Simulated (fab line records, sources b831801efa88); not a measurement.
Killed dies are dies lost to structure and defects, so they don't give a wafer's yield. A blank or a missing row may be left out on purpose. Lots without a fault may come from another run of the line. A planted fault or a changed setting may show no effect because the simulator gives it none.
Which tool did it? | flow sfq_line | 14 lots, 42 wafers sampled, at 4 steps of a route of 325

WHAT THE GAUGES READ, wafer by wafer
The record holds no reading of a measuring or inspecting step that can be judged against a usual standard deviation.

WHICH TOOL RAN EACH LOT (tool, then ch and the chambers of the sampled wafers, then the start)
lot  | SFQ_TRILAYER_M7_BARC_OPEN_METAL_ETCH_229 | SFQ_TRILAYER_I7_VIA_LITHO_PEB_190 | SFQ_TRILAYER_I7_VIA_BARC_OPEN_VIA_ETCH_260 | SFQ_TRILAYER_I7_VIA_STRIP_STRIP_191
L540 | rie_metal-01 ch 0,1, day 81 06:42        | litho_track-01 ch 0, day 81 14:08 | rie_diel-02 ch 0,1,2, day 81 14:28         | rie_metal-02 ch 0,1, day 81 14:38
L541 | rie_metal-03 ch 0,1, day 81 09:06        | litho_track-02 ch 0, day 81 16:27 | rie_diel-03 ch 0,1,2, day 81 16:47         | rie_metal-04 ch 0,1, day 81 16:56
L543 | rie_metal-03 ch 0,1, day 81 12:42        | litho_track-01 ch 0, day 81 20:01 | rie_diel-04 ch 0,2,3, day 81 20:21         | rie_metal-02 ch 0,1, day 81 20:30
L544 | rie_metal-03 ch 0,1, day 81 16:18        | litho_track-02 ch 0, day 81 23:38 | rie_diel-03 ch 0,1, day 81 23:57           | rie_metal-04 ch 0,1, day 82 00:06
L545 | rie_metal-02 ch 0,1, day 81 17:30        | litho_track-04 ch 0, day 82 02:01 | rie_diel-02 ch 0,2,3, day 82 02:21         | rie_metal-04 ch 0,1, day 82 02:30
L547 | rie_metal-03 ch 0, day 81 22:18          | litho_track-02 ch 0, day 86 19:58 | rie_diel-03 ch 1,2,3, day 86 20:17         | rie_metal-04 ch 0,1, day 86 20:26
L548 | rie_metal-02 ch 1, day 81 23:30          | litho_track-04 ch 0, day 86 21:08 | rie_diel-04 ch 1,2,3, day 86 21:29         | rie_metal-02 ch 0,1, day 86 21:38
L549 | rie_metal-03 ch 0,1, day 82 01:09        | litho_track-02 ch 0, day 86 23:34 | rie_diel-02 ch 0,2,3, day 86 23:53         | rie_metal-01 ch 0,1, day 87 00:02
L555 | rie_metal-03 ch 0,1, day 83 11:47        | litho_track-02 ch 0, day 88 07:53 | rie_diel-02 ch 0,1,2, day 88 08:11         | rie_metal-01 ch 0,1, day 88 08:20
L556 | rie_metal-02 ch 0,1, day 83 16:28        | litho_track-02 ch 0, day 88 10:16 | rie_diel-03 ch 0,1,2, day 88 10:35         | rie_metal-02 ch 0,1, day 88 10:44
L560 | rie_metal-02 ch 0,1, day 87 17:02        | litho_track-02 ch 0, day 91 07:30 | rie_diel-03 ch 0,2,3, day 91 07:49         | rie_metal-04 ch 1, day 91 07:58
L561 | rie_metal-01 ch 0,1, day 87 20:11        | litho_track-01 ch 0, day 91 11:06 | rie_diel-04 ch 0,2, day 91 11:25           | rie_metal-04 ch 0,1, day 91 11:34
L562 | rie_metal-02 ch 0,1, day 88 00:59        | litho_track-02 ch 0, day 91 14:41 | rie_diel-02 ch 0,2,3, day 91 15:01         | rie_metal-01 ch 0,1, day 91 15:10
L563 | rie_metal-02 ch 0,1, day 88 05:50        | litho_track-04 ch 0, day 91 18:17 | rie_diel-03 ch 0,2,3, day 91 18:37         | rie_metal-02 ch 0,1, day 91 18:46
- SFQ_TRILAYER_M7_BARC_OPEN_METAL_ETCH_229: etches BARC in O2, target depth 125 nm, time 41.7 s.
- SFQ_TRILAYER_I7_VIA_LITHO_PEB_190: peb time 60 s.
- SFQ_TRILAYER_I7_VIA_BARC_OPEN_VIA_ETCH_260: etches BARC in O2, target depth 125 nm, time 41.7 s.
- SFQ_TRILAYER_I7_VIA_STRIP_STRIP_191: strips in O2.

WHAT THE TOOLS THEMSELVES READ (means of the sampled wafers that have a number; where no wafer has one, the mark that the record gives instead)
SFQ_TRILAYER_M7_BARC_OPEN_METAL_ETCH_229. Usual: drypump_motor_current_A 5.8 A, standard deviation 0.57; oes_product_au 0.685 a.u., standard deviation 0.0049; rf_fwd_power_W 592.9 W, standard deviation 3.
lot  | tool         | drypump_motor_current_A (A) | oes_product_au (a.u.) | rf_fwd_power_W (W) | flag
L540 | rie_metal-01 | 5.2                         | 0.682                 | 596.1              |
L541 | rie_metal-03 | 5.5                         | 0.685                 | 595.1              |
L543 | rie_metal-03 | 5.5                         | 0.684                 | 594.9              |
L544 | rie_metal-03 | 5.5                         | 0.687                 | 591.4              |
L545 | rie_metal-02 | 6.0                         | 0.683                 | 592.7              |
L547 | rie_metal-03 | 5.1                         | 0.680                 | 593.1              |
L548 | rie_metal-02 | 5.9                         | 0.687                 | 591.7              |
L549 | rie_metal-03 | 5.6                         | 0.689                 | 593.2              |
L555 | rie_metal-03 | 6.0                         | 0.689                 | 592.2              |
L556 | rie_metal-02 | 6.0                         | 0.694                 | 591.1              |
L560 | rie_metal-02 | 6.0                         | 0.684                 | 592.7              |
L561 | rie_metal-01 | 5.2                         | 0.690                 | 594.1              |
L562 | rie_metal-02 | 6.0                         | 0.681                 | 591.8              |
L563 | rie_metal-02 | 6.0                         | 0.681                 | 594.1              |

SFQ_TRILAYER_I7_VIA_LITHO_PEB_190. Usual: heater_power_total_W 79.15 W, standard deviation 0.071; plate_temp_C 115.01 C, standard deviation 0.13.
lot  | tool           | heater_power_total_W (W) | plate_temp_C (C) | flag
L540 | litho_track-01 | 79.11                    | 115.10           |
L541 | litho_track-02 | 79.19                    | 115.17           |
L543 | litho_track-01 | 79.18                    | 114.85           |
L544 | litho_track-02 | 79.15                    | 115.05           |
L545 | litho_track-04 | 79.17                    | 115.01           |
L547 | litho_track-02 | 79.15                    | 115.06           |
L548 | litho_track-04 | 79.18                    | 115.07           |
L549 | litho_track-02 | 79.20                    | 114.99           |
L555 | litho_track-02 | 80.03                    | 115.97           | OFF
L556 | litho_track-02 | 79.94                    | 115.83           | OFF
L560 | litho_track-02 | 79.15                    | 114.96           |
L561 | litho_track-01 | 79.14                    | 115.03           |
L562 | litho_track-02 | 79.18                    | 115.03           |
L563 | litho_track-04 | 79.15                    | 114.97           |

SFQ_TRILAYER_I7_VIA_BARC_OPEN_VIA_ETCH_260. Usual: drypump_motor_current_A 5.7 A, standard deviation 0.36; oes_product_au 0.685 a.u., standard deviation 0.0045; rf_fwd_power_W 494.5 W, standard deviation 2.6.
lot  | tool        | drypump_motor_current_A (A) | oes_product_au (a.u.) | rf_fwd_power_W (W) | flag
L540 | rie_diel-02 | 5.8                         | 0.687                 | 492.7              |
L541 | rie_diel-03 | 5.9                         | 0.686                 | 496.6              |
L543 | rie_diel-04 | 5.6                         | 0.683                 | 493.3              |
L544 | rie_diel-03 | 6.1                         | 0.681                 | 497.0              |
L545 | rie_diel-02 | 5.8                         | 0.687                 | 492.4              |
L547 | rie_diel-03 | 5.5                         | 0.683                 | 496.4              |
L548 | rie_diel-04 | 5.8                         | 0.687                 | 495.3              |
L549 | rie_diel-02 | 5.7                         | 0.687                 | 493.2              |
L555 | rie_diel-02 | 5.8                         | 0.684                 | 492.5              |
L556 | rie_diel-03 | 5.9                         | 0.683                 | 495.6              |
L560 | rie_diel-03 | 5.6                         | 0.680                 | 494.5              |
L561 | rie_diel-04 | 5.3                         | 0.683                 | 494.9              |
L562 | rie_diel-02 | 5.7                         | 0.688                 | 493.8              |
L563 | rie_diel-03 | 5.7                         | 0.686                 | 496.4              |

SFQ_TRILAYER_I7_VIA_STRIP_STRIP_191. Usual: drypump_motor_current_A 5.8 A, standard deviation 0.39; oes_product_au 1.000 a.u., standard deviation 0.012.
lot  | tool         | drypump_motor_current_A (A) | oes_product_au (a.u.) | flag
L540 | rie_metal-02 | 6.2                         | 1.005                 |
L541 | rie_metal-04 | 6.0                         | 1.010                 |
L543 | rie_metal-02 | 6.0                         | 1.007                 |
L544 | rie_metal-04 | 5.8                         | 1.016                 |
L545 | rie_metal-04 | 5.9                         | 1.021                 |
L547 | rie_metal-04 | 5.9                         | 1.003                 |
L548 | rie_metal-02 | 6.2                         | 0.989                 |
L549 | rie_metal-01 | 5.4                         | 1.004                 |
L555 | rie_metal-01 | 5.4                         | 0.994                 |
L556 | rie_metal-02 | 6.0                         | 1.008                 |
L560 | rie_metal-04 | 5.7                         | 0.995                 |
L561 | rie_metal-04 | 5.9                         | 0.985                 |
L562 | rie_metal-01 | 5.2                         | 0.985                 |
L563 | rie_metal-02 | 6.2                         | 0.992                 |

THE ANSWER, worked out from the rows above alone
Rule: a lot is off if the mean of its wafers that have a number lies more than 3 standard deviations from the usual mean. A lot without any number at a reading at which 4 lots or more have one is off too. The other lots that the step has rows for count as sound. The gauges are gone through in route order, then the tools' own readings, and for those a lot's mean is taken as printed above. The first step at which some lot is off is used, and at that step the reading that is off furthest; a lot without a number counts as furthest.
Off: L555, L556, at SFQ_TRILAYER_I7_VIA_LITHO_PEB_190 (heater_power_total_W).
A tool fits if, at that step or a process step before it, it ran every lot that is off, and no sound lot after the first of them. None of those tried fits.

WHAT THE SIMULATOR HAD PUT IN
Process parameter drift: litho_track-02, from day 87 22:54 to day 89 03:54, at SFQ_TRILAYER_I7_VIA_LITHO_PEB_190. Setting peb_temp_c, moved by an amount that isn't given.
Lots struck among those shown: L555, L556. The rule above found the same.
